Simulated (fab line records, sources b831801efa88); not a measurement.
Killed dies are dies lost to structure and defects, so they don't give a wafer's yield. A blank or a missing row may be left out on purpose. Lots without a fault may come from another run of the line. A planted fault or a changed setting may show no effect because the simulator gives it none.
fab line records | flow sfq_line | part 1 of 2: steps 1 to 29 of 41
record lots=5 wafers=15 last_day=82
route steps=325 shown M6@264 I6@266 M7@281 I7@296
lots that met no fault: from a run of the same line without faults
start_h: hours from the record's first day to the start of the lot's first wafer shown | wait_h: hours since the lot's step before | " the same as in the row above | L1.1+2: a row that stands for several wafers | - no value, or no start given | * or withheld: withheld | < > ~ a bound
route shown NAME@n: a module of which the file shows steps, and the number in the route of the first | usual: mean/standard deviation of fault-free wafers | same: alike in all rows | chamber/n: place in a boat | sites: the reading at each site | _std_site: their standard deviation | _edge_site: outer sites' mean less inner sites' | radius_mm: how far each site lies from the wafer's centre | mask NAME#n: copy n | behind: the tool/chamber that last shaped the wafer | hold: why the lot was held/for how many hours/how that ended | device: the transistor (n, p or np) that didn't switch | end of line: the same wafers' tests at the end of the route | a step without rows: its recipe alone | killed: dies lost to structure and defects at the first sort, not the wafer's yield | map: a wafer's dies, x killed, . not, _ none there
set.NAME: the setting as run; set.NAME@STEP: as run at that earlier step | model.NAME: the simulator's own value behind a step, which no gauge read
lots at some steps of the route; a table a step, a row a wafer
services: from which hour (start_h, from the record's first day; less than 0 if before it) a tool's chamber was out of use, for how many hours, and why
## steps
# step SFQ_TRILAYER_M6_STRIP_STRIP_163
# recipe gas=O2 power_w=200 platen_temp_c=40 overash_fraction=0.65 chemistry=O2 pressure_mtorr=50
# usual drypump_motor_current_A=5.8/0.48 oes_product_au=0.995/0.0089
# columns lot.wafer tool chamber start_h wait_h drypump_motor_current_A oes_product_au rf_hours_counter_h
L075.1 rie_metal-01 0 1504.79 0.1 5.3 0.990 89
L075.3 " 0 " " 5.3 0.994 -
L075.4 " 1 " " 5.7 0.990 -
L076.2 rie_metal-04 0 1507.19 0.1 6.2 1.003 33
L076.3 " 1 " " 5.3 1.017 -
L076.6 " 0 " " 6.2 1.007 -
L078.2 rie_metal-02 0 1514.78 0.4 6.6 0.992 -
L078.3 " 0 " " 6.6 0.993 -
L078.5 " 0 " " 6.6 1.003 -
L088.4 rie_metal-04 1 1750.69 0.2 5.3 0.997 -
L088.5 " 1 " " 5.3 1.001 -
L088.6 " 0 " " 6.2 0.995 -
L093.2 rie_metal-01 1 1787.66 0.1 5.7 0.991 108
L093.4 " 0 " " 5.3 0.994 -
L093.5 " 0 " " 5.3 0.989 -
# step SFQ_TRILAYER_M6_STRIP_SOLV_CLEAN_164
# recipe chemistry=NMP temp_c=70 time_s=600
# usual bath_heat_duty_pct=13.9/1.4
# columns lot.wafer tool chamber start_h wait_h bath_heat_duty_pct
L075.1 wet_bench-04 0 1505.39 0.4 14.1
L075.3 " 1 " " 16.3
L075.4 " 2 " " 11.6
L076.2 wet_bench-01 5 1507.79 0.4 11.8
L076.3 " 6 " " 14.9
L076.6 " 0 " " 13.3
L078.2 wet_bench-04 6 1515.78 0.8 13.4
L078.3 " 2 " " 11.3
L078.5 " 3 " " 15.1
L088.4 wet_bench-01 4 1751.09 0.2 13.2
L088.5 " 1 " " 13.7
L088.6 " 5 " " 11.4
L093.2 wet_bench-03 1 1788.26 0.4 14.6
L093.4 " 3 " " 14.0
L093.5 " 4 " " 14.2
# step SFQ_TRILAYER_I6_DEP_PECVD_165
# recipe material=SiO2 temp_c=150 time_s=111.11 pressure_torr=2.4 rf_w=183.3 precursor=SiH4/N2O target_thk_nm=500
# usual heater_power_outer_w=28/8.9 heater_power_w=78/17 throttle_valve_pct=24.7/1.6
# columns lot.wafer tool chamber start_h wait_h heater_power_outer_w heater_power_w since_wet_clean_h throttle_valve_pct
L075.1 pecvd-02 1 1505.57 0.0 21 59 1297 24.0
L075.3 " 0 " " 15 68 1297 24.4
L075.4 " 1 " " 22 61 - 24.0
L076.2 pecvd-03 0 1507.97 0.0 36 90 561 24.9
L076.3 " 1 " " 19 68 561 23.1
L076.6 " 2 " " 25 79 - 25.9
L078.2 pecvd-01 2 1515.95 0.0 15 55 938 26.5
L078.3 " 0 " " 43 114 938 25.9
L078.5 " 1 " " 40 87 - 24.2
L088.4 pecvd-02 2 1751.31 0.0 27 74 - 22.8
L088.5 " 1 " " 22 58 - 22.8
L088.6 " 0 " " 22 77 - 23.5
L093.2 pecvd-01 2 1788.43 0.0 18 57 1211 26.8
L093.4 " 1 " " 38 87 - 24.3
L093.5 " 2 " " 20 59 - 26.7
# step SFQ_TRILAYER_I6_CMP_CMP_166
# recipe material=SiO2 down_force_psi=3 platen_rpm=60 pad_velocity_m_s=0.94248
# usual motor_current_A=10.6/0.56 time_to_endpoint_s=213/6.7
# columns lot.wafer tool chamber start_h wait_h motor_current_A time_to_endpoint_s
L075.4 cmp-01 3 1507.95 2.3 11.0 211
L075.1 " 0 " " 9.8 214
L075.3 " 1 " " 10.9 212
L076.2 cmp-02 3 1509.25 1.2 10.6 212
L076.3 " 1 1510.25 2.2 10.4 211
L076.6 " 3 1511.25 3.2 11.0 219
L078.3 cmp-01 1 1519.45 3.5 10.6 209
L078.2 " 3 1520.45 4.5 10.7 213
L078.5 " 1 1521.45 5.4 11.2 218
L088.4 cmp-01 3 1754.15 2.8 10.6 212
L088.6 " 1 1755.15 3.8 11.4 213
L088.5 " 2 " " 10.4 221
L093.4 cmp-01 2 1807.26 18.8 10.7 211
L093.2 " 0 1808.26 19.8 11.0 205
L093.5 " 1 " " 10.7 207
# step SFQ_I6_BOW_MEAS_941
# recipe mode=bow
# usual I6_BOW=5/9.8
# columns lot.wafer tool chamber start_h wait_h I6_BOW[um]
L075.1 film_metro-04 - 1510.45 1.5 1
L075.3 " - " " 6
L075.4 " - " " 1
L076.2 film_metro-03 - 1512.27 2.5 -1
L076.3 " - " " -7
L076.6 " - " " -13
L078.2 film_metro-02 - 1522.47 1.5 7
L078.3 " - " " -7
L078.5 " - " " -12
L088.4 film_metro-02 - 1756.21 1.6 12
L088.5 " - " " 9
L088.6 " - " " 11
L093.2 film_metro-04 - 1809.78 1.0 26
L093.4 " - " " 5
L093.5 " - " " 27
# step SFQ_TRILAYER_I6_METRO_MEASURE_167
# usual thk_nm=199.8/0.96
# columns lot.wafer tool chamber start_h wait_h thk_nm
L075.1 film_metro-04 - 1510.57 0.1 200.0
L075.3 " - " " 198.9
L075.4 " - " " 198.8
L076.2 film_metro-03 - 1512.57 0.3 201.1
L076.3 " - " " 202.4
L076.6 " - " " 201.8
L078.2 film_metro-02 - 1522.77 0.3 198.2
L078.3 " - " " 200.7
L078.5 " - " " 199.9
L088.4 film_metro-02 - 1756.87 0.6 199.1
L088.5 " - " " 200.6
L088.6 " - " " 200.9
L093.2 film_metro-04 - 1810.08 0.3 200.1
L093.4 " - " " 199.8
L093.5 " - " " 199.0
# step SFQ_TRILAYER_I6_VIA_LITHO_COAT_174
# recipe resist=BARC spin_rpm=3000 resist_thk_nm=62
# columns lot.wafer tool chamber start_h wait_h
L075.1+3+4 litho_track-01 0 1511.77 1.0
L076.2+3+6 litho_track-01 0 1513.62 0.8
L078.2+3+5 litho_track-01 0 1523.82 0.8
L088.4+5+6 litho_track-01 0 1757.62 0.6
L093.2+4+5 litho_track-04 0 1811.13 0.8
# step SFQ_TRILAYER_I6_VIA_LITHO_COAT_169
# recipe resist=KrF spin_rpm=3000 resist_thk_nm=650
# columns lot.wafer tool chamber start_h wait_h
L075.1+3+4 litho_track-01 0 1512.07 0.2
L076.2+3+6 litho_track-01 0 1513.92 0.2
L078.2+3+5 litho_track-01 0 1524.12 0.2
L088.4+5+6 litho_track-01 0 1757.92 0.2
L093.2+4+5 litho_track-04 0 1811.43 0.2
# step SFQ_TRILAYER_I6_VIA_LITHO_SOFTBAKE_173
# recipe temp_c=withheld time_s=withheld resist=KrF
# columns lot.wafer tool chamber start_h wait_h
L075.1+3+4 litho_track-01 0 1512.37 0.2
L076.2+3+6 litho_track-01 0 1514.19 0.2
L078.2+3+5 litho_track-01 0 1524.39 0.2
L088.4+5+6 litho_track-01 0 1758.14 0.2
L093.2+4+5 litho_track-04 0 1811.71 0.2
# step SFQ_TRILAYER_I6_VIA_LITHO_EXPOSE_170
# recipe mask_id=I6 na=0.6 source_shape=conventional sigma_outer=0.65 target_cd_nm=700 dose_mj=21.3
# columns lot.wafer tool chamber start_h wait_h mask
L075.1+3+4 krf_scanner-01 0 1620.92 - I6#0
L076.2+3+6 krf_scanner-01 0 1623.52 - I6#0
L078.2+3+5 krf_scanner-01 0 1635.52 - I6#0
L088.4+5+6 krf_scanner-02 0 1763.64 - I6#0
L093.2+4+5 krf_scanner-01 0 1886.25 - I6#0
# step SFQ_TRILAYER_I6_VIA_LITHO_PEB_172
# recipe peb_temp_c=115 peb_time_s=60 resist=KrF
# same peb_time_s=60
# columns lot.wafer tool chamber start_h wait_h
L075.1+3+4 litho_track-02 0 1622.12 1.0
L076.2+3+6 litho_track-01 0 1624.55 0.8
L078.2+3+5 litho_track-01 0 1636.55 0.8
L088.4+5+6 litho_track-02 0 1764.31 0.5
L093.2+4+5 litho_track-01 0 1887.28 0.8
# step SFQ_TRILAYER_I6_VIA_LITHO_DEVELOP_171
# recipe time_s=60 resist=KrF
# columns lot.wafer tool chamber start_h wait_h
L075.1+3+4 litho_track-02 0 1622.27 0.1
L076.2+3+6 litho_track-01 0 1624.70 0.1
L078.2+3+5 litho_track-01 0 1636.70 0.1
L088.4+5+6 litho_track-02 0 1764.46 0.1
L093.2+4+5 litho_track-01 0 1887.43 0.1
# step SFQ_I6_OVL_MEAS_942
# usual I6_OVL=0/5.2
# columns lot.wafer tool chamber start_h wait_h I6_OVL[nm]
L075.1 overlay-02 - 1622.42 0.1 -3
L075.3 " - " " -5
L075.4 " - " " 1
L076.2 overlay-02 - 1624.83 0.1 -8
L076.3 " - " " -2
L076.6 " - " " 1
L078.2 overlay-01 - 1636.83 0.1 3
L078.3 " - " " 1
L078.5 " - " " 10
L088.4 overlay-02 - 1764.55 0.1 1
L088.5 " - " " 2
L088.6 " - " " 2
L093.2 overlay-02 - 1887.56 0.1 -2
L093.4 " - " " -1
L093.5 " - " " -1
# step SFQ_TRILAYER_I6_VIA_BARC_OPEN_VIA_ETCH_235
# recipe mask_material=PR chemistry=O2 target_depth_nm=125 target=BARC source_w=500 bias_w=80 pressure_mtorr=30 time_s=41.7
# usual drypump_motor_current_A=5.6/0.44 oes_product_au=0.685/0.0042
# columns lot.wafer tool chamber start_h wait_h drypump_motor_current_A oes_product_au rf_hours_counter_h
L075.1 rie_diel-04 2 1622.46 0.0 5.5 0.687 1
L075.3 " 0 " " 6.1 0.683 10
L075.4 " 3 " " 5.6 0.685 4
L076.2 rie_diel-02 1 1624.86 0.0 5.1 0.678 19
L076.3 " 3 " " 5.3 0.675 9
L076.6 " 0 " " 6.3 0.685 -
L078.2 rie_diel-02 2 1636.86 0.0 5.5 0.689 4
L078.3 " 0 " " 6.4 0.685 13
L078.5 " 3 " " 5.3 0.680 -
L088.4 rie_diel-01 3 1764.57 0.0 5.1 0.679 19
L088.5 " 0 " " 5.8 0.693 -
L088.6 " 1 " " 5.8 0.687 -
L093.2 rie_diel-04 1 1887.59 0.0 4.8 0.677 6
L093.4 " 0 " " 6.1 0.681 14
L093.5 " 1 " " 4.9 0.686 -
# step SFQ_TRILAYER_I6_VIA_ETCH_VIA_ETCH_172
# recipe target=SiO2 stop_on=Nb mask_material=PR taper_deg=20 chemistry=CHF3 target_depth_nm=260 source_w=500 bias_w=80 pressure_mtorr=30 time_s=withheld
# usual drypump_motor_current_A=5.6/0.44 oes_product_au=0.854/0.0054
# columns lot.wafer tool chamber start_h wait_h drypump_motor_current_A oes_product_au
L075.1 rie_diel-04 2 1622.50 0.0 5.5 0.856
L075.3 " 0 " " 6.1 0.851
L075.4 " 3 " " 5.6 0.854
L076.2 rie_diel-02 1 1624.90 0.0 5.1 0.859
L076.3 " 3 " " 5.3 0.871
L076.6 " 0 " " 6.4 0.859
L078.2 rie_diel-02 2 1636.90 0.0 5.6 0.846
L078.3 " 0 " " 6.4 0.856
L078.5 " 3 " " 5.3 0.846
L088.4 rie_diel-01 3 1764.61 0.0 5.1 0.849
L088.5 " 0 " " 5.8 0.856
L088.6 " 1 " " 5.7 0.852
L093.2 rie_diel-04 1 1887.63 0.0 4.8 0.858
L093.4 " 0 " " 6.1 0.857
L093.5 " 1 " " 4.9 0.852
# step SFQ_TRILAYER_I6_VIA_STRIP_STRIP_173
# recipe gas=O2 power_w=200 platen_temp_c=40 overash_fraction=0.65 chemistry=O2 pressure_mtorr=50
# usual drypump_motor_current_A=5.6/0.39 oes_product_au=1.000/0.0083
# columns lot.wafer tool chamber start_h wait_h drypump_motor_current_A oes_product_au rf_hours_counter_h
L075.1 rie_metal-04 0 1622.61 - 6.2 0.987 47
L075.3 " 0 " " 6.2 1.006 -
L075.4 " 1 " " 5.3 1.004 -
L076.2 rie_metal-04 1 1625.01 - 5.3 1.013 64
L076.3 " 1 " " 5.3 1.017 -
L076.6 " 0 " " 6.2 1.003 -
L078.2 rie_metal-04 1 1637.01 - 5.3 0.999 66
L078.3 " 1 " " 5.3 1.004 -
L078.5 " 0 " " 6.2 1.002 -
L088.4 rie_metal-04 0 1764.92 - 6.2 0.990 -
L088.5 " 0 " " 6.2 0.993 -
L088.6 " 1 " " 5.3 1.005 -
L093.2 rie_metal-03 0 1887.74 - 5.9 0.998 112
L093.4 " 0 " " 6.0 0.999 -
L093.5 " 1 " " 5.0 1.000 -
# step SFQ_TRILAYER_I6_VIA_STRIP_SOLV_CLEAN_174
# recipe chemistry=NMP temp_c=70 time_s=600
# usual bath_heat_duty_pct=13.5/1.6
# columns lot.wafer tool chamber start_h wait_h bath_heat_duty_pct
L075.1 wet_bench-01 5 1623.21 0.4 11.6
L075.3 " 2 " " 11.6
L075.4 " 6 " " 15.4
L076.2 wet_bench-04 0 1625.61 0.4 12.7
L076.3 " 1 " " 14.5
L076.6 " 7 " " 13.2
L078.2 wet_bench-04 2 1637.61 0.4 11.1
L078.3 " 4 " " 14.0
L078.5 " 0 " " 13.2
L088.4 wet_bench-01 4 1765.32 0.2 13.0
L088.5 " 6 " " 15.6
L088.6 " 0 " " 13.6
L093.2 wet_bench-02 3 1888.34 0.4 9.6
L093.4 " 7 " " 10.8
L093.5 " 4 " " 13.5
# step SFQ_TRILAYER_M7_DEP_PRE_CLEAN_176
# recipe gas=Ar time_s=22.5 bias_v=250
# columns lot.wafer tool chamber start_h wait_h
L075.1+3+4 pvd_sputter-06 - 1623.39 0.0
L076.2+3+6 pvd_sputter-03 - 1625.80 0.0
L078.2+3+5 pvd_sputter-03 - 1637.79 0.0
L088.4+5+6 pvd_sputter-05 - 1765.67 0.0
L093.2+4+5 pvd_sputter-06 - 1888.52 0.0
# step SFQ_TRILAYER_M7_DEP_SPUTTER_175
# recipe material=Nb base_pressure_pa=1.33e-06 chamber_pressure_pa=0.1333 substrate_temp_c=20 target_thk_nm=200 power_w=2000 time_s=133.3
# usual throttle_valve_pct=30.0/1.1
# columns lot.wafer tool chamber start_h wait_h throttle_valve_pct
L075.1 pvd_sputter-06 - 1623.41 0.0 29.4
L075.3 " - " " 30.4
L075.4 " - " " 29.4
L076.2 pvd_sputter-03 - 1625.83 0.0 29.5
L076.3 " - " " 30.2
L076.6 " - " " 31.6
L078.2 pvd_sputter-03 - 1637.81 0.0 31.8
L078.3 " - " " 30.4
L078.5 " - " " 30.3
L088.4 pvd_sputter-05 - 1765.70 0.0 31.6
L088.5 " - " " 31.4
L088.6 " - " " 31.5
L093.2 pvd_sputter-06 - 1888.55 0.0 29.0
L093.4 " - " " 29.1
L093.5 " - " " 29.3
# step SFQ_M7_RS_MEAS_943
# recipe thk_meas_gauge=four-point-probe reads=Nb_of_TRILAYER_M7_DEP_SPUTTER_175
# usual M7_NB_RS=0.886/0.0073
# columns lot.wafer tool chamber start_h wait_h M7_NB_RS[ohm/sq]
L075.1 film_metro-04 - 1623.51 0.0 0.883
L075.3 " - " " 0.892
L075.4 " - " " 0.885
L076.2 film_metro-04 - 1625.94 0.1 0.889
L076.3 " - " " 0.890
L076.6 " - " " 0.880
L078.2 film_metro-02 - 1637.93 0.1 0.875
L078.3 " - " " 0.877
L078.5 " - " " 0.883
L088.4 film_metro-04 - 1765.85 0.1 0.877
L088.5 " - " " 0.876
L088.6 " - " " 0.879
L093.2 film_metro-04 - 1888.66 0.1 0.876
L093.4 " - " " 0.883
L093.5 " - " " 0.884
# step SFQ_TRILAYER_M7_LITHO_COAT_182
# recipe resist=BARC spin_rpm=3000 resist_thk_nm=62
# columns lot.wafer tool chamber start_h wait_h
L075.1+3+4 litho_track-02 0 1623.69 0.1
L076.2+3+6 litho_track-02 0 1626.15 0.1
L078.2+3+5 litho_track-02 0 1638.14 0.1
L088.4+5+6 litho_track-01 0 1766.12 0.2
L093.2+4+5 litho_track-03 0 1888.87 0.1
# step SFQ_TRILAYER_M7_LITHO_COAT_177
# recipe resist=KrF spin_rpm=3000 resist_thk_nm=600
# columns lot.wafer tool chamber start_h wait_h
L075.1+3+4 litho_track-02 0 1623.99 0.2
L076.2+3+6 litho_track-02 0 1626.45 0.2
L078.2+3+5 litho_track-02 0 1638.44 0.2
L088.4+5+6 litho_track-01 0 1766.42 0.2
L093.2+4+5 litho_track-03 0 1889.17 0.2
# step SFQ_TRILAYER_M7_LITHO_SOFTBAKE_181
# recipe temp_c=withheld time_s=withheld resist=KrF
# columns lot.wafer tool chamber start_h wait_h
L075.1+3+4 litho_track-02 0 1624.29 0.2
L076.2+3+6 litho_track-02 0 1626.73 0.2
L078.2+3+5 litho_track-02 0 1638.71 0.2
L088.4+5+6 litho_track-01 0 1766.65 0.2
L093.2+4+5 litho_track-03 0 1889.44 0.2
# step SFQ_TRILAYER_M7_LITHO_EXPOSE_178
# recipe mask_id=M7 na=0.6 source_shape=conventional sigma_outer=0.65 target_cd_nm=500 dose_mj=14.4
# columns lot.wafer tool chamber start_h wait_h mask
L075.1+3+4 krf_scanner-02 0 1643.85 - M7#0
L076.2+3+6 krf_scanner-02 0 1647.65 - M7#0
L078.2+3+5 krf_scanner-02 0 1659.65 - M7#0
L088.4+5+6 krf_scanner-02 0 1802.89 - M7#0
L093.2+4+5 krf_scanner-02 0 1889.77 - M7#0
# step SFQ_TRILAYER_M7_LITHO_PEB_180
# recipe peb_temp_c=115 peb_time_s=60 resist=KrF
# same peb_time_s=60
# columns lot.wafer tool chamber start_h wait_h
L075.1+3+4 litho_track-01 0 1645.05 1.0
L076.2+3+6 litho_track-02 0 1648.70 0.8
L078.2+3+5 litho_track-01 0 1660.67 0.8
L088.4+5+6 litho_track-02 0 1803.56 0.5
L093.2+4+5 litho_track-02 0 1890.79 0.8
# step SFQ_TRILAYER_M7_LITHO_DEVELOP_179
# recipe time_s=60 resist=KrF
# columns lot.wafer tool chamber start_h wait_h
L075.1+3+4 litho_track-01 0 1645.20 0.1
L076.2+3+6 litho_track-02 0 1648.85 0.1
L078.2+3+5 litho_track-01 0 1660.82 0.1
L088.4+5+6 litho_track-02 0 1803.71 0.1
L093.2+4+5 litho_track-02 0 1890.94 0.1
# step SFQ_M7_OVL_MEAS_945
# usual M7_OVL=2/5.1
# columns lot.wafer tool chamber start_h wait_h M7_OVL[nm]
L075.1 overlay-02 - 1645.35 0.1 4
L075.3 " - " " -3
L075.4 " - " " -1
L076.2 overlay-02 - 1648.98 0.1 0
L076.3 " - " " -4
L076.6 " - " " -3
L078.2 overlay-02 - 1660.95 0.1 4
L078.3 " - " " 10
L078.5 " - " " 8
L088.4 overlay-02 - 1803.80 0.1 -2
L088.5 " - " " 3
L088.6 " - " " -1
L093.2 overlay-02 - 1891.07 0.1 2
L093.4 " - " " 7
L093.5 " - " " 10
# step SFQ_TRILAYER_M7_BARC_OPEN_METAL_ETCH_229
# recipe mask_material=PR chemistry=O2 target_depth_nm=125 target=BARC icp_w=600 bias_w=80 pressure_mtorr=10 time_s=41.7
# usual drypump_motor_current_A=5.9/0.53 oes_product_au=0.685/0.0048
# columns lot.wafer tool chamber start_h wait_h drypump_motor_current_A oes_product_au rf_hours_counter_h
L075.1 rie_metal-03 1 1645.38 0.0 5.0 0.684 14
L075.3 " 1 " " 5.0 0.686 -
L075.4 " 0 " " 6.0 0.678 -
L076.2 rie_metal-04 1 1649.01 0.0 5.3 0.676 68
L076.3 " 0 " " 6.2 0.685 -
L076.6 " 0 " " 6.2 0.688 -
L078.2 rie_metal-03 0 1660.98 0.0 5.9 0.681 81
L078.3 " 0 " " 5.9 0.688 -
L078.5 " 0 " " 5.9 0.679 -
L088.4 rie_metal-02 0 1803.84 0.0 6.6 0.678 -
L088.5 " 1 " " 5.9 0.690 -
L088.6 " 0 " " 6.6 0.690 -
L093.2 rie_metal-03 1 1891.10 0.0 5.0 0.688 49
L093.4 " 1 " " 5.0 0.682 -
L093.5 " 1 " " 5.0 0.680 -
# step SFQ_TRILAYER_M7_ETCH_METAL_ETCH_180
# recipe target=Nb stop_on=SiO2 mask_material=PR chemistry=Cl2/Ar target_depth_nm=240 icp_w=600 bias_w=80 pressure_mtorr=10 time_s=120
# usual drypump_motor_current_A=5.9/0.53 oes_product_au=0.896/0.0064
# columns lot.wafer tool chamber start_h wait_h drypump_motor_current_A oes_product_au rf_hours_counter_h
L075.1 rie_metal-03 1 1645.44 0.0 5.0 0.899 14
L075.3 " 1 " " 5.0 0.886 -
L075.4 " 0 " " 5.9 0.898 -
L076.2 rie_metal-04 1 1649.07 0.0 5.3 0.890 68
L076.3 " 0 " " 6.2 0.893 -
L076.6 " 0 " " 6.2 0.901 -
L078.2 rie_metal-03 0 1661.04 0.0 5.9 0.905 81
L078.3 " 0 " " 6.0 0.900 -
L078.5 " 0 " " 5.9 0.892 -
L088.4 rie_metal-02 0 1803.92 0.1 6.6 0.904 -
L088.5 " 1 " " 6.0 0.906 -
L088.6 " 0 " " 6.6 0.899 -
L093.2 rie_metal-03 1 1891.16 0.0 5.0 0.890 49
L093.4 " 1 " " 5.0 0.899 -
L093.5 " 1 " " 5.0 0.898 -
